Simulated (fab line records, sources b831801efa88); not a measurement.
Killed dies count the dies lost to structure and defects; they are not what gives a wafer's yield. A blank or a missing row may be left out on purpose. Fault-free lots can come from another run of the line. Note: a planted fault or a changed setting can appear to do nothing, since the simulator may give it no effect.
fab line records -- flow gf180mcu -- part 1 of 2: steps 1 to 25 of 34
[record] lots = 5, wafers = 15, last-day = 34
route steps=602 shown M2@367 V2@382
lots that met no fault: from a run of the same line without faults
start-h: hours from the record's first day to the start of the lot's first wafer shown -- wait-h: hours since the lot's step before -- " unchanged from the row above -- L1.1+2: a single row standing in for several wafers -- - either no value or no given start -- * or withheld: withheld -- < > ~ a bound
route shown NAME@n: a module of which the file shows steps, and the number in the route of the first -- usual: the fault-free wafers' mean and standard deviation -- same: alike in all rows -- chamber/n: place in a boat -- sites: each site's reading -- _std_site: the values' standard deviation -- _edge_site: outer sites' mean less inner sites' -- radius-mm: how far each site lies from the wafer's centre -- mask NAME#n: copy n -- behind: the most recent tool/chamber to have shaped the wafer -- hold: cause of the lot's hold/its duration in hours/its outcome -- device: the transistor (n, p or np) that didn't switch -- end of line: tests of these same wafers at the route's end -- a step without rows: its recipe alone -- killed: dies lost to structure and defects at the first sort, not the wafer's yield -- map: shows each die of a wafer: x if killed, . if not, _ if none is there
set.NAME: setting as actually run; set.NAME@STEP: the setting as run at that earlier step -- model.NAME: the simulator's own value behind a step, which no gauge read
certain route steps with their lots: each step a table, each wafer a row
services: when a tool's chamber went out of use (start-h, in hours from the record's first day, below 0 if earlier), for how many hours, and the reason
[[steps]]
[step GF_M2_RS_MEAS_05]
[recipe] thk-meas-gauge = four-point-probe, reads = TiN_of_M2_SPUTTER_04+Ti_of_M2_SPUTTER_03+AlCu_of_M2_SPUTTER_02+TiN_of_M2_SPUTTER_01+Ti_of_M2_SPUTTER_00
[usual] M2_ALCU_RS = 0.0693/0.00076
lot.wafer,tool,chamber,start-h,wait-h,M2_ALCU_RS[ohm/sq]
L074.2,film-metro-04,-,406.12,0.0,0.0696
L074.5,film-metro-04,-,406.12,0.0,0.0696
L074.6,film-metro-04,-,406.12,0.0,0.0697
L075.1,film-metro-03,-,415.58,0.0,0.0700
L075.2,film-metro-03,-,415.58,0.0,0.0701
L075.3,film-metro-03,-,415.58,0.0,0.0703
L088.2,film-metro-04,-,537.47,0.0,0.0701
L088.4,film-metro-04,-,537.47,0.0,0.0700
L088.6,film-metro-04,-,537.47,0.0,0.0706
L096.1,film-metro-03,-,606.79,0.0,0.0689
L096.5,film-metro-03,-,606.79,0.0,0.0695
L096.6,film-metro-03,-,606.79,0.0,0.0692
L097.1,film-metro-02,-,607.75,0.0,0.0707
L097.2,film-metro-02,-,607.75,0.0,0.0710
L097.6,film-metro-02,-,607.75,0.0,0.0702
[step GF_M2_THK_MEAS_06]
[recipe] thk-meas-gauge = xrf, reads = AlCu_of_M2_SPUTTER_02
[usual] M2_ALCU_THK = 448/5.3
lot.wafer,tool,chamber,start-h,wait-h,M2_ALCU_THK[nm]
L074.2,film-metro-04,-,406.23,0.1,447
L074.5,film-metro-04,-,406.23,0.1,448
L074.6,film-metro-04,-,406.23,0.1,446
L075.1,film-metro-03,-,415.70,0.1,442
L075.2,film-metro-03,-,415.70,0.1,443
L075.3,film-metro-03,-,415.70,0.1,442
L088.2,film-metro-04,-,537.58,0.1,443
L088.4,film-metro-04,-,537.58,0.1,443
L088.6,film-metro-04,-,537.58,0.1,441
L096.1,film-metro-03,-,606.91,0.1,449
L096.5,film-metro-03,-,606.91,0.1,447
L096.6,film-metro-03,-,606.91,0.1,449
L097.1,film-metro-02,-,607.87,0.1,439
L097.2,film-metro-02,-,607.87,0.1,439
L097.6,film-metro-02,-,607.87,0.1,442
[step GF_M2_DEHYDRATE_07]
[recipe] temp-c = 200, time-s = 60
[usual] chill-plate-temp-C = 23.00/0.1, exhaust-pa = 44.8/0.92
lot.wafer,tool,chamber,start-h,wait-h,chill-plate-temp-C,exhaust-pa
L074.2,litho-track-02,0,417.19,10.9,23.11,45.4
L074.5,litho-track-02,0,417.19,10.9,23.06,44.5
L074.6,litho-track-02,0,417.19,10.9,23.21,46.1
L075.1,litho-track-04,0,427.06,11.3,22.98,43.6
L075.2,litho-track-04,0,427.06,11.3,22.89,43.3
L075.3,litho-track-04,0,427.06,11.3,22.96,44.0
L088.2,litho-track-01,0,547.95,10.4,23.11,44.4
L088.4,litho-track-01,0,547.95,10.4,23.20,45.7
L088.6,litho-track-01,0,547.95,10.4,23.22,44.7
L096.1,litho-track-01,0,616.62,9.7,22.89,44.8
L096.5,litho-track-01,0,616.62,9.7,22.82,44.6
L096.6,litho-track-01,0,616.62,9.7,23.06,43.1
L097.1,litho-track-01,0,617.52,9.6,22.80,44.8
L097.2,litho-track-01,0,617.52,9.6,23.00,45.3
L097.6,litho-track-01,0,617.52,9.6,22.98,45.9
[step GF_M2_HMDS_08]
[recipe] prime-time-s = 60, prime-temp-c = 120
[usual] chill-plate-temp-C = 22.98/0.12, exhaust-pa = 44.6/0.85
lot.wafer,tool,chamber,start-h,wait-h,chill-plate-temp-C,exhaust-pa
L074.2,litho-track-02,0,417.34,0.1,22.81,43.8
L074.5,litho-track-02,0,417.34,0.1,22.86,43.9
L074.6,litho-track-02,0,417.34,0.1,22.94,43.6
L075.1,litho-track-04,0,427.21,0.1,23.21,43.1
L075.2,litho-track-04,0,427.21,0.1,23.23,43.4
L075.3,litho-track-04,0,427.21,0.1,23.16,44.0
L088.2,litho-track-01,0,548.10,0.1,22.82,43.0
L088.4,litho-track-01,0,548.10,0.1,22.86,44.2
L088.6,litho-track-01,0,548.10,0.1,23.02,43.5
L096.1,litho-track-01,0,616.77,0.1,23.25,45.3
L096.5,litho-track-01,0,616.77,0.1,23.11,45.4
L096.6,litho-track-01,0,616.77,0.1,23.14,44.4
L097.1,litho-track-01,0,617.67,0.1,23.12,45.1
L097.2,litho-track-01,0,617.67,0.1,23.11,45.0
L097.6,litho-track-01,0,617.67,0.1,23.05,45.6
[step GF_M2_COAT_09]
[recipe] resist = KrF, spin-rpm = withheld, resist-thk-nm = 1000
[usual] chill-plate-temp-C = 22.99/0.1, exhaust-pa = 44.9/0.86
lot.wafer,tool,chamber,start-h,wait-h,chill-plate-temp-C,exhaust-pa
L074.2,litho-track-02,0,417.49,0.1,23.19,45.6
L074.5,litho-track-02,0,417.49,0.1,23.06,46.1
L074.6,litho-track-02,0,417.49,0.1,23.12,46.0
L075.1,litho-track-04,0,427.36,0.1,23.05,44.5
L075.2,litho-track-04,0,427.36,0.1,22.98,45.0
L075.3,litho-track-04,0,427.36,0.1,22.97,45.9
L088.2,litho-track-01,0,548.25,0.1,23.15,45.8
L088.4,litho-track-01,0,548.25,0.1,23.15,44.4
L088.6,litho-track-01,0,548.25,0.1,23.03,45.7
L096.1,litho-track-01,0,616.92,0.1,22.89,44.0
L096.5,litho-track-01,0,616.92,0.1,22.94,44.4
L096.6,litho-track-01,0,616.92,0.1,23.16,44.6
L097.1,litho-track-01,0,617.82,0.1,22.98,45.4
L097.2,litho-track-01,0,617.82,0.1,23.08,44.8
L097.6,litho-track-01,0,617.82,0.1,23.05,44.4
[step GF_M2_SOFTBAKE_10]
[recipe] temp-c = 130, time-s = 60, resist = KrF
[usual] chill-plate-temp-C = 22.99/0.099, exhaust-pa = 44.8/0.88
lot.wafer,tool,chamber,start-h,wait-h,chill-plate-temp-C,exhaust-pa
L074.2,litho-track-02,0,417.64,0.1,22.99,44.7
L074.5,litho-track-02,0,417.64,0.1,23.07,45.1
L074.6,litho-track-02,0,417.64,0.1,22.98,45.2
L075.1,litho-track-04,0,427.51,0.1,22.86,45.0
L075.2,litho-track-04,0,427.51,0.1,23.00,44.9
L075.3,litho-track-04,0,427.51,0.1,22.96,43.8
L088.2,litho-track-01,0,548.40,0.1,23.01,44.7
L088.4,litho-track-01,0,548.40,0.1,22.79,45.3
L088.6,litho-track-01,0,548.40,0.1,22.93,44.0
L096.1,litho-track-01,0,617.07,0.1,23.07,44.3
L096.5,litho-track-01,0,617.07,0.1,23.12,42.7
L096.6,litho-track-01,0,617.07,0.1,23.14,44.8
L097.1,litho-track-01,0,617.97,0.1,22.93,44.2
L097.2,litho-track-01,0,617.97,0.1,22.97,46.0
L097.6,litho-track-01,0,617.97,0.1,22.95,44.3
[step GF_M2_EXPOSE_11]
[recipe] mask-id = Metal2, target-cd-nm = 280, na = 0.68, source-shape = conventional, sigma-outer = 0.6, dose-mj = 28
lot.wafer,tool,chamber,start-h,wait-h,mask
L074.2+5+6,krf-scanner-02,0,-,-,Metal2#0
L075.1+2+3,krf-scanner-01,0,-,-,Metal2#0
L088.2+4+6,krf-scanner-01,0,-,-,Metal2#0
L096.1+5+6,krf-scanner-02,0,-,-,Metal2#0
L097.1+2+6,krf-scanner-02,0,-,-,Metal2#0
[step GF_M2_PEB_12]
[recipe] peb-temp-c = 135, peb-time-s = 90, resist = KrF
[usual] chill-plate-temp-C = 23.03/0.099, exhaust-pa = 45.0/0.86
lot.wafer,tool,chamber,start-h,wait-h,chill-plate-temp-C,exhaust-pa
L074.2,litho-track-02,0,-,-,23.14,44.6
L074.5,litho-track-02,0,-,-,23.17,44.4
L074.6,litho-track-02,0,-,-,23.05,45.3
L075.1,litho-track-01,0,-,-,23.04,45.3
L075.2,litho-track-01,0,-,-,22.92,44.8
L075.3,litho-track-01,0,-,-,23.11,46.1
L088.2,litho-track-01,0,-,-,23.09,45.6
L088.4,litho-track-01,0,-,-,23.03,43.5
L088.6,litho-track-01,0,-,-,23.00,44.6
L096.1,litho-track-02,0,-,-,22.95,43.2
L096.5,litho-track-02,0,-,-,23.05,45.5
L096.6,litho-track-02,0,-,-,23.01,43.9
L097.1,litho-track-02,0,-,-,23.15,44.7
L097.2,litho-track-02,0,-,-,22.91,45.0
L097.6,litho-track-02,0,-,-,23.16,44.1
[step GF_M2_DEVELOP_13]
[recipe] develop-time-s = 60, dev-temp-c = 21
[usual] chill-plate-temp-C = 23.02/0.12, exhaust-pa = 44.8/0.94
lot.wafer,tool,chamber,start-h,wait-h,chill-plate-temp-C,exhaust-pa
L074.2,litho-track-02,0,430.09,0.2,23.05,45.0
L074.5,litho-track-02,0,430.09,0.2,22.93,45.5
L074.6,litho-track-02,0,430.09,0.2,22.98,43.9
L075.1,litho-track-01,0,439.37,0.2,23.08,44.1
L075.2,litho-track-01,0,439.37,0.2,22.83,42.1
L075.3,litho-track-01,0,439.37,0.2,23.02,43.4
L088.2,litho-track-01,0,559.45,0.2,22.99,45.5
L088.4,litho-track-01,0,559.45,0.2,23.01,45.7
L088.6,litho-track-01,0,559.45,0.2,23.04,45.6
L096.1,litho-track-02,0,627.86,0.2,22.90,46.7
L096.5,litho-track-02,0,627.86,0.2,23.04,45.3
L096.6,litho-track-02,0,627.86,0.2,23.07,44.7
L097.1,litho-track-02,0,628.56,0.2,23.09,44.5
L097.2,litho-track-02,0,628.56,0.2,23.03,44.0
L097.6,litho-track-02,0,628.56,0.2,23.19,46.2
[step GF_M2_CD_MEAS_14]
[recipe] target-cd-nm = 280
[usual] cd-nm = 280.1/1.3
lot.wafer,tool,chamber,start-h,wait-h,cd-nm
L074.2,cd-sem-01,-,430.23,0.1,280.0
L074.5,cd-sem-01,-,430.23,0.1,281.6
L074.6,cd-sem-01,-,430.23,0.1,281.4
L075.1,cd-sem-02,-,439.52,0.1,281.2
L075.2,cd-sem-02,-,439.52,0.1,280.1
L075.3,cd-sem-02,-,439.52,0.1,279.7
L088.2,cd-sem-01,-,559.59,0.1,279.7
L088.4,cd-sem-01,-,559.59,0.1,279.2
L088.6,cd-sem-01,-,559.59,0.1,278.6
L096.1,cd-sem-01,-,628.01,0.1,280.2
L096.5,cd-sem-01,-,628.01,0.1,280.8
L096.6,cd-sem-01,-,628.01,0.1,280.9
L097.1,cd-sem-01,-,628.71,0.1,278.6
L097.2,cd-sem-01,-,628.71,0.1,278.8
L097.6,cd-sem-01,-,628.71,0.1,279.5
[step GF_M2_OVL_MEAS_15]
[usual] M2_OVL = -2/6.2
lot.wafer,tool,chamber,start-h,wait-h,M2_OVL[nm]
L074.2,overlay-02,-,430.34,0.1,10
L074.5,overlay-02,-,430.34,0.1,-3
L074.6,overlay-02,-,430.34,0.1,-2
L075.1,overlay-01,-,439.64,0.1,-7
L075.2,overlay-01,-,439.64,0.1,-6
L075.3,overlay-01,-,439.64,0.1,-9
L088.2,overlay-02,-,559.70,0.1,-11
L088.4,overlay-02,-,559.70,0.1,-10
L088.6,overlay-02,-,559.70,0.1,-7
L096.1,overlay-02,-,628.13,0.1,4
L096.5,overlay-02,-,628.13,0.1,4
L096.6,overlay-02,-,628.13,0.1,4
L097.1,overlay-02,-,628.83,0.1,2
L097.2,overlay-02,-,628.83,0.1,6
L097.6,overlay-02,-,628.83,0.1,0
[step GF_M2_METAL_ETCH_16]
[recipe] chemistry = Cl2/BCl3, mask-material = KrF, target-depth-nm = 627.5, stop-on = SiO2, pressure-mtorr = 8, icp-w = 800, bias-w = 143.2, Cl2_flow_sccm = 80, bcl3-flow-sccm = 40, time-s = 104.6
[usual] drypump-motor-current-A = 5.85/0.27, oes-product-au = 0.974/0.0066, throttle-valve-pct = 28.246/0.0098
lot.wafer,tool,chamber,start-h,wait-h,drypump-motor-current-A,oes-product-au,rf-hours-counter-h,throttle-valve-pct
L074.2,rie-metal-02,0,430.37,0.0,5.80,0.975,8,28.258
L074.5,rie-metal-02,0,430.37,0.0,5.79,0.969,-,28.256
L074.6,rie-metal-02,1,430.37,0.0,6.17,0.974,-,28.234
L075.1,rie-metal-01,0,439.68,0.0,5.31,0.968,5,28.253
L075.2,rie-metal-01,0,439.68,0.0,5.29,0.969,-,28.254
L075.3,rie-metal-01,0,439.68,0.0,5.27,0.965,-,28.245
L088.2,rie-metal-03,0,559.73,0.0,6.06,0.973,12,28.243
L088.4,rie-metal-03,0,559.73,0.0,6.07,0.971,-,28.241
L088.6,rie-metal-03,1,559.73,0.0,5.70,0.962,-,28.253
L096.1,rie-metal-03,1,628.16,0.0,5.72,0.981,13,28.247
L096.5,rie-metal-03,0,628.16,0.0,6.07,0.970,-,28.251
L096.6,rie-metal-03,1,628.16,0.0,5.73,0.971,-,28.245
L097.1,rie-metal-02,1,628.86,0.0,6.18,0.967,8,28.259
L097.2,rie-metal-02,0,628.86,0.0,5.83,0.961,1,28.266
L097.6,rie-metal-02,1,628.86,0.0,6.17,0.975,-,28.243
[step GF_M2_STRIP_17]
[recipe] chemistry = O2/N2, power-w = 1400, pressure-mtorr = 1500, platen-temp-c = 250, o2-flow-sccm = 3000, n2-flow-sccm = 300, overash-fraction = 0.5
[usual] drypump-motor-current-A = 5.8/0.41, heater-power-w = 331/18, oes-product-au = 0.557/0.0046, strip-time-to-endpoint-s = 7.85/0.035
lot.wafer,tool,chamber,start-h,wait-h,drypump-motor-current-A,heater-power-w,oes-product-au,rf-hours-counter-h,strip-time-to-endpoint-s
L074.2,plasma-asher-04,0,430.52,0.1,6.1,314,0.562,62,7.88
L074.5,plasma-asher-04,0,430.52,0.1,6.1,319,0.552,-,7.88
L074.6,plasma-asher-04,1,430.52,0.1,6.1,329,0.557,-,7.92
L075.1,plasma-asher-01,0,439.90,0.2,6.1,371,0.561,35,7.83
L075.2,plasma-asher-01,1,439.90,0.2,5.5,335,0.554,35,7.80
L075.3,plasma-asher-01,1,439.90,0.2,5.6,332,0.556,-,7.81
L088.2,plasma-asher-04,0,559.84,0.1,6.1,318,0.557,76,7.86
L088.4,plasma-asher-04,0,559.84,0.1,6.1,302,0.553,-,7.87
L088.6,plasma-asher-04,1,559.84,0.1,6.0,326,0.558,-,7.88
L096.1,plasma-asher-03,0,628.28,0.1,5.5,326,0.551,93,7.83
L096.5,plasma-asher-03,1,628.28,0.1,4.9,318,0.552,-,7.89
L096.6,plasma-asher-03,0,628.28,0.1,5.4,326,0.559,-,7.81
L097.1,plasma-asher-03,1,628.98,0.1,4.9,323,0.557,93,7.84
L097.2,plasma-asher-03,0,628.98,0.1,5.5,324,0.555,93,7.81
L097.6,plasma-asher-03,0,628.98,0.1,5.4,330,0.557,-,7.88
[step GF_M2_STRIP_18]
[recipe] chemistry = post-etch-residue-remover, time-s = 1200, temp-c = 72.5
lot.wafer,tool,chamber,start-h,wait-h
L074.2+5+6,wet-bench-02,1,430.62,0.1
L075.1+2+3,wet-bench-02,3,440.00,0.1
L088.2+4+6,wet-bench-01,1,559.94,0.1
L096.1+5+6,wet-bench-04,0,628.38,0.1
L097.1+2+6,wet-bench-04,1,629.08,0.1
[step GF_M2_CLEAN_19]
[recipe] chemistry = DIW, dry = n2-spin
lot.wafer,tool,chamber,start-h,wait-h
L074.2+5+6,wet-bench-01,0,430.96,0.0
L075.1+2+3,wet-bench-04,0,440.38,0.0
L088.2+4+6,wet-bench-02,0,560.28,0.0
L096.1+5+6,wet-bench-02,3,628.72,0.0
L097.1+2+6,wet-bench-01,1,629.42,0.0
[step GF_V2_CVD_00]
[recipe] material = SiO2, target-thk-nm = 600, sigma-open-frac = 0.3, temp-c = 400, time-s = 100, sih4-flow-sccm = 60, pressure-mtorr = 6
lot.wafer,tool,chamber,start-h,wait-h
L074.2+5+6,hdpcvd-01,"0,2,0",431.07,0.0
L075.1+2+3,hdpcvd-01,"1,0,2",440.47,0.0
L088.2+4+6,hdpcvd-01,"0,0,1",560.37,0.0
L096.1+5+6,hdpcvd-01,"2,1,0",628.81,0.0
L097.1+2+6,hdpcvd-02,"0,2,1",629.55,0.0
[step GF_V2_THK_MEAS_01]
[recipe] reads = SiO2_of_V2_CVD_00
[usual] V2_CVD_00_THK = 597/4.9
lot.wafer,tool,chamber,start-h,wait-h,V2_CVD_00_THK[nm]
L074.2,film-metro-03,-,431.15,0.0,595
L074.5,film-metro-03,-,431.15,0.0,599
L074.6,film-metro-03,-,431.15,0.0,603
L075.1,film-metro-01,-,440.54,0.0,604
L075.2,film-metro-01,-,440.54,0.0,598
L075.3,film-metro-01,-,440.54,0.0,602
L088.2,film-metro-04,-,560.46,0.0,605
L088.4,film-metro-04,-,560.46,0.0,596
L088.6,film-metro-04,-,560.46,0.0,596
L096.1,film-metro-03,-,628.88,0.0,593
L096.5,film-metro-03,-,628.88,0.0,598
L096.6,film-metro-03,-,628.88,0.0,591
L097.1,film-metro-03,-,629.63,0.0,591
L097.2,film-metro-03,-,629.63,0.0,598
L097.6,film-metro-03,-,629.63,0.0,598
[step GF_V2_CVD_02]
[recipe] material = SiO2, target-thk-nm = 850, precursor = TEOS, temp-c = 400, time-s = 94.851, rf-w = 600
[usual] heater-power-outer-w = 362/66, heater-power-w = 661/81
lot.wafer,tool,chamber,start-h,wait-h,heater-power-outer-w,heater-power-w
L074.2,pecvd-03,1,431.20,0.0,323,646
L074.5,pecvd-03,0,431.20,0.0,323,624
L074.6,pecvd-03,1,431.20,0.0,364,703
L075.1,pecvd-03,0,440.60,0.1,381,681
L075.2,pecvd-03,2,440.60,0.1,264,526
L075.3,pecvd-03,1,440.60,0.1,377,728
L088.2,pecvd-01,1,560.51,0.0,359,723
L088.4,pecvd-01,1,560.51,0.0,261,590
L088.6,pecvd-01,0,560.51,0.0,313,578
L096.1,pecvd-04,2,628.94,0.1,334,555
L096.5,pecvd-04,1,628.94,0.1,430,732
L096.6,pecvd-04,0,628.94,0.1,437,728
L097.1,pecvd-03,0,629.69,0.1,302,591
L097.2,pecvd-03,1,629.69,0.1,371,716
L097.6,pecvd-03,2,629.69,0.1,306,594
[step GF_V2_THK_MEAS_03]
[recipe] reads = SiO2_of_V2_CVD_02
[usual] V2_CVD_02_THK = 850/9.4
lot.wafer,tool,chamber,start-h,wait-h,V2_CVD_02_THK[nm]
L074.2,film-metro-01,-,431.28,0.0,849
L074.5,film-metro-01,-,431.28,0.0,853
L074.6,film-metro-01,-,431.28,0.0,863
L075.1,film-metro-04,-,440.67,0.0,841
L075.2,film-metro-04,-,440.67,0.0,851
L075.3,film-metro-04,-,440.67,0.0,835
L088.2,film-metro-01,-,560.59,0.0,853
L088.4,film-metro-01,-,560.59,0.0,861
L088.6,film-metro-01,-,560.59,0.0,854
L096.1,film-metro-04,-,629.01,0.0,846
L096.5,film-metro-04,-,629.01,0.0,859
L096.6,film-metro-04,-,629.01,0.0,847
L097.1,film-metro-01,-,629.76,0.0,845
L097.2,film-metro-01,-,629.76,0.0,847
L097.6,film-metro-01,-,629.76,0.0,860
[step GF_V2_CMP_04]
[recipe] material = SiO2, down-force-psi = 4, platen-rpm = 60, pad-velocity-m-s = 0.94248
[usual] motor-current-A = 13.3/0.7, slurry-filter-dp-kPa = 13.50/0.13, time-to-endpoint-s = 79/4.7
lot.wafer,tool,chamber,start-h,wait-h,motor-current-A,slurry-filter-dp-kPa,time-to-endpoint-s
L074.2,cmp-01,3,431.48,0.2,13.0,13.51,77
L074.5,cmp-01,0,431.48,0.2,14.1,13.56,78
L074.6,cmp-01,1,431.48,0.2,12.3,13.45,83
L075.3,cmp-02,3,440.73,0.0,14.5,13.66,69
L075.2,cmp-02,0,440.73,0.0,13.6,13.54,74
L075.1,cmp-02,1,440.73,0.0,13.5,13.42,71
L088.4,cmp-02,1,560.69,0.1,13.0,13.48,81
L088.2,cmp-02,3,560.69,0.1,14.0,13.46,79
L088.6,cmp-02,1,560.69,0.1,13.7,13.47,79
L096.1,cmp-02,3,629.57,0.5,14.4,13.37,77
L096.5,cmp-02,1,629.57,0.5,14.2,13.42,78
L096.6,cmp-02,2,629.57,0.5,12.3,13.61,77
L097.1,cmp-02,3,630.78,1.0,14.4,13.59,73
L097.2,cmp-02,2,630.78,1.0,13.2,13.32,77
L097.6,cmp-02,0,630.78,1.0,13.2,13.82,80
[step GF_V2_BOW_MEAS_05]
[recipe] mode = bow
[usual] V2_BOW = 100/8.1
lot.wafer,tool,chamber,start-h,wait-h,V2_BOW[um]
L074.2,film-metro-01,-,431.65,0.1,95
L074.5,film-metro-01,-,431.65,0.1,105
L074.6,film-metro-01,-,431.65,0.1,99
L075.1,film-metro-01,-,441.03,0.1,105
L075.2,film-metro-01,-,441.03,0.1,97
L075.3,film-metro-01,-,441.03,0.1,89
L088.2,film-metro-04,-,560.98,0.1,99
L088.4,film-metro-04,-,560.98,0.1,107
L088.6,film-metro-04,-,560.98,0.1,104
L096.1,film-metro-03,-,629.78,0.2,101
L096.5,film-metro-03,-,629.78,0.2,100
L096.6,film-metro-03,-,629.78,0.2,88
L097.1,film-metro-03,-,631.13,0.3,87
L097.2,film-metro-03,-,631.13,0.3,96
L097.6,film-metro-03,-,631.13,0.3,95
[step GF_V2_DEHYDRATE_06]
[recipe] temp-c = 200, time-s = 60
[usual] chill-plate-temp-C = 22.98/0.1, exhaust-pa = 45.1/1
lot.wafer,tool,chamber,start-h,wait-h,chill-plate-temp-C,exhaust-pa
L074.2,litho-track-02,0,443.44,11.8,23.00,44.8
L074.5,litho-track-02,0,443.44,11.8,23.06,45.0
L074.6,litho-track-02,0,443.44,11.8,22.92,42.7
L075.1,litho-track-04,0,452.76,11.7,22.79,46.1
L075.2,litho-track-04,0,452.76,11.7,22.93,44.9
L075.3,litho-track-04,0,452.76,11.7,22.83,44.0
L088.2,litho-track-03,0,571.73,10.7,23.00,44.7
L088.4,litho-track-03,0,571.73,10.7,22.88,45.2
L088.6,litho-track-03,0,571.73,10.7,23.03,44.9
L096.1,litho-track-02,0,638.41,8.6,23.04,45.8
L096.5,litho-track-02,0,638.41,8.6,23.09,45.5
L096.6,litho-track-02,0,638.41,8.6,23.19,45.3
L097.1,litho-track-03,0,639.66,8.5,23.02,45.4
L097.2,litho-track-03,0,639.66,8.5,22.97,46.5
L097.6,litho-track-03,0,639.66,8.5,22.98,46.5
[step GF_V2_HMDS_07]
[recipe] prime-time-s = 60, prime-temp-c = 120
[usual] chill-plate-temp-C = 22.98/0.095, exhaust-pa = 45.1/0.81
lot.wafer,tool,chamber,start-h,wait-h,chill-plate-temp-C,exhaust-pa
L074.2,litho-track-02,0,443.59,0.1,22.92,45.6
L074.5,litho-track-02,0,443.59,0.1,22.96,44.6
L074.6,litho-track-02,0,443.59,0.1,23.02,44.9
L075.1,litho-track-04,0,452.91,0.1,23.09,45.7
L075.2,litho-track-04,0,452.91,0.1,23.04,46.5
L075.3,litho-track-04,0,452.91,0.1,23.03,45.3
L088.2,litho-track-03,0,571.88,0.1,23.02,45.2
L088.4,litho-track-03,0,571.88,0.1,23.07,44.8
L088.6,litho-track-03,0,571.88,0.1,23.03,44.2
L096.1,litho-track-02,0,638.56,0.1,22.85,46.7
L096.5,litho-track-02,0,638.56,0.1,22.88,44.5
L096.6,litho-track-02,0,638.56,0.1,23.00,44.5
L097.1,litho-track-03,0,639.81,0.1,23.15,45.0
L097.2,litho-track-03,0,639.81,0.1,22.95,45.3
L097.6,litho-track-03,0,639.81,0.1,22.90,45.1
[step GF_V2_COAT_08]
[recipe] resist = BARC, temp-c = withheld, time-s = withheld, spin-rpm = withheld, resist-thk-nm = withheld
[usual] chill-plate-temp-C = *, exhaust-pa = 45.0/0.83
lot.wafer,tool,chamber,start-h,wait-h,chill-plate-temp-C,exhaust-pa
L074.2,litho-track-02,0,443.74,0.1,*,44.5
L074.5,litho-track-02,0,443.74,0.1,*,46.0
L074.6,litho-track-02,0,443.74,0.1,*,46.0
L075.1,litho-track-04,0,453.06,0.1,*,44.9
L075.2,litho-track-04,0,453.06,0.1,*,45.7
L075.3,litho-track-04,0,453.06,0.1,*,44.6
L088.2,litho-track-03,0,572.03,0.1,*,45.7
L088.4,litho-track-03,0,572.03,0.1,*,44.6
L088.6,litho-track-03,0,572.03,0.1,*,46.4
L096.1,litho-track-02,0,638.71,0.1,*,45.4
L096.5,litho-track-02,0,638.71,0.1,*,43.6
L096.6,litho-track-02,0,638.71,0.1,*,44.8
L097.1,litho-track-03,0,639.96,0.1,*,46.0
L097.2,litho-track-03,0,639.96,0.1,*,45.8
L097.6,litho-track-03,0,639.96,0.1,*,44.5
[step GF_V2_COAT_09]
[recipe] resist = KrF, spin-rpm = withheld, resist-thk-nm = 1000
[usual] chill-plate-temp-C = 22.98/0.1, exhaust-pa = 44.9/0.97
lot.wafer,tool,chamber,start-h,wait-h,chill-plate-temp-C,exhaust-pa
L074.2,litho-track-02,0,-,-,22.92,45.1
L074.5,litho-track-02,0,-,-,22.87,43.9
L074.6,litho-track-02,0,-,-,22.93,44.6
L075.1,litho-track-04,0,-,-,22.82,45.6
L075.2,litho-track-04,0,-,-,23.06,45.1
L075.3,litho-track-04,0,-,-,23.00,45.9
L088.2,litho-track-03,0,-,-,23.02,45.1
L088.4,litho-track-03,0,-,-,22.97,44.3
L088.6,litho-track-03,0,-,-,23.09,46.4
L096.1,litho-track-02,0,-,-,22.99,44.5
L096.5,litho-track-02,0,-,-,22.94,44.2
L096.6,litho-track-02,0,-,-,23.06,43.6
L097.1,litho-track-03,0,-,-,22.95,42.8
L097.2,litho-track-03,0,-,-,22.89,43.5
L097.6,litho-track-03,0,-,-,22.78,43.8
